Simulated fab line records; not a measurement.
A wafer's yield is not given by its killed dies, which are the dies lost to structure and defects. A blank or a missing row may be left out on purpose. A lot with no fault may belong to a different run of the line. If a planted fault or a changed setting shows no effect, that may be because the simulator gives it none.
A struck lot beside a sound one | flow sky130 | 34 out of 708 route steps
Sound: the wafers L389.3, L389.4, L389.5. Struck: wafers L395.4, L395.6. (L395.3 of the same lot was not struck and is left out.) The cause comes at the end.
At each step with rows: each side's tool, then ch and its chambers, then its first start. Under that, the readings that differ: sound wafers | struck wafers | difference of the means | sigmas: that difference in standard deviations of wafers without a fault.
alike: words and numbers the same on both sides, and readings whose means are apart by under 2 such deviations; not compared: readings that were withheld, readings missing a value for some wafer, numbers with overlapping values and no deviation given by the record, and bounds like >300 which may hide the same value.
A row with sigmas, a row that says differs or no value, or rows on one side alone: a step with any of these is where the two part. When numbers do not overlap yet have no deviation, they are printed without sigmas and do not part them. Lack of a reading on every wafer of one side parts them only where that side has two or more wafers.

first, 9 steps without rows for these wafers: SKY_METAL1_DEVELOP_14 (develop time 60 s); SKY_METAL1_DESCUM_17 (chemistry O2, time 8 s); SKY_METAL1_ETCH_18 (etches BARC in N2/H2, stops on SiO2, time 45.9 s, target depth 60 nm); SKY_METAL1_METAL_ETCH_19 (etches the open film in Cl2/BCl3, stops on SiO2, target depth 360 nm, time 78 s); SKY_METAL1_STRIP_20 (strips in O2/N2); SKY_METAL1_STRIP_21 (strips in post etch residue remover, time 1200 s); SKY_METAL1_CLEAN_22 (cleans in IPA, time 180 s); SKY_METAL1_CLEAN_23 (cleans in O3/DIW); SKY_VIA1_HDPCVD_00 (deposits SiO2, target thk 1030 nm, time 171.7 s).
SKY_VIA1_CMP_02: polishes SiO2.
  sound on cmp-02 ch 1,3, day 37 01:35; struck on cmp-02 ch 3, day 38 13:01
  reading                                  | sound             | struck    | difference | sigmas
  model.SiO2_of_VIA1_HDPCVD_00.thk nm (nm) | 343.6 344.4 344.8 | 590 585.3 | +243       |
  alike: motor current A, slurry flow ml min
then, 9 steps without rows for these wafers: SKY_VIA1_DEHYDRATE_04 (time 60 s); SKY_VIA1_HMDS_05 (prime time 60 s); SKY_VIA1_COAT_06 (resist thk 60 nm); SKY_VIA1_COAT_07 (resist thk 450 nm); SKY_VIA1_SOFTBAKE_08 (time 90 s); SKY_VIA1_EXPOSE_09 (exposes mask VIM, target cd 150 nm); SKY_VIA1_PEB_10; SKY_VIA1_DEVELOP_11 (develop time 60 s); SKY_VIA1_ETCH_14 (etches BARC in N2/H2, stops on SiO2, time 45.9 s, target depth 60 nm).
SKY_VIA1_ETCH_15: etches SiO2 in C4F8/O2/Ar, stops on TiN, target depth 351 nm, time 54 s.
  sound on rie diel-01 ch 0,3, day 38 03:12; struck on rie diel-01 ch 2,3, day 39 13:54
  reading               | sound             | struck      | difference | sigmas
  oes product au (a.u.) | 0.968 0.981 0.980 | 1.010 0.982 | +0.020     | +3
  not compared: rf hours counter h, model.VIA1.feature depth nm, model.etch.depth nm
then, 12 steps without rows for these wafers: SKY_VIA1_STRIP_16 (strips in O2/N2); SKY_VIA1_STRIP_17 (strips in post etch residue remover, time 1200 s); SKY_VIA1_CLEAN_18 (cleans in IPA, time 180 s); SKY_VIA1_CLEAN_19 (cleans in O3/DIW); SKY_VIA1_SPUTTER_20 (material TiN, target thk 20 nm, time 80 s); SKY_VIA1_CVD_21 (deposits W, target thk 270 nm, time 80.902 s); SKY_VIA1_CMP_24 (polishes, stops on SiO2, t overpolish 15 s, target thk 0 nm); SKY_METAL2_SPUTTER_00 (material Ti, target thk 15 nm, time 10 s); SKY_METAL2_SPUTTER_01 (material TiN, target thk 20 nm, time 16.7 s); SKY_METAL2_SPUTTER_02 (material AlCu, target thk 250 nm, time 13.3 s); SKY_METAL2_SPUTTER_03 (material Ti, target thk 5 nm, time 3.3 s); SKY_METAL2_SPUTTER_04 (material TiN, target thk 70 nm, time 58.3 s).
SKY_METAL2_METAL_ETCH_19: etches the open film in Cl2/BCl3, stops on SiO2, target depth 360 nm, time 78 s.
  sound on rie metal-01 ch 1, day 39 06:19; struck on rie metal-03 ch 1, day 40 16:01
  reading                                  | sound             | struck      | difference | sigmas
  drypump motor current A (A)              | 5.3 5.3 5.3       | 6.0 6.0     | +0.7       | +2
  model.SiO2_of_VIA1_HDPCVD_00.thk nm (nm) | 329.7 330.5 330.8 | 576.1 571.6 | +243.5     |
  alike: oes product au, throttle valve pct
  not compared: rf hours counter h
-- the record jumps here: 9 days lie between the struck wafers' starts before and after (it left off in module METAL2 and takes up again in module PAD_OPEN, whose first step shown is number 708 of the route) --
SKY_PAD_OPEN_PROBE_99:
  struck on prober-01, day 50 00:10; sound on prober-01, day 49 01:21
  reading                                     | sound             | struck      | difference | sigmas
  model.etest.tester.sort n pass              | 392 418 413       | 0 0         | -408       |
  model.etest.tester.sort_bin_5_pct (%)       | 11.59 8.13 9.146  | 92.07 93.29 | +83.06     |
  model.etest.tester.sort yield pct (%)       | 79.67 84.96 83.94 | 0 0         | -83        |
  model.etest.diode pdiff fingers.under floor | 0 0 0             | 1 1         | +1         |
  model.etest.sonos baked.open                | 0 0 0             | 1 1         | +1         |
  model.etest.res xhigh po.open               | 0 0 0             | 1 1         | +1         |
  model.etest.ring_1v8.no ring                | 0 0 0             | 1 1         | +1         |
  model.etest.pfet g5v0d10v5.under floor      | 0 0 0             | 1 1         | +1         |
  alike: defect limited yield, killed_at_M0_to_M3, killed_at_M4_up, killed at contacts, killed at front end, killed at other, killed dies, killed open, killed short

== WHERE THEY PART ==
At SKY_VIA1_ETCH_15 first; at SKY_METAL2_METAL_ETCH_19 last (within this record only). Later steps at which nothing parts them and some readings are alike: SKY_PAD_OPEN_PROBE_99.

WHY: the cause the simulator had injected
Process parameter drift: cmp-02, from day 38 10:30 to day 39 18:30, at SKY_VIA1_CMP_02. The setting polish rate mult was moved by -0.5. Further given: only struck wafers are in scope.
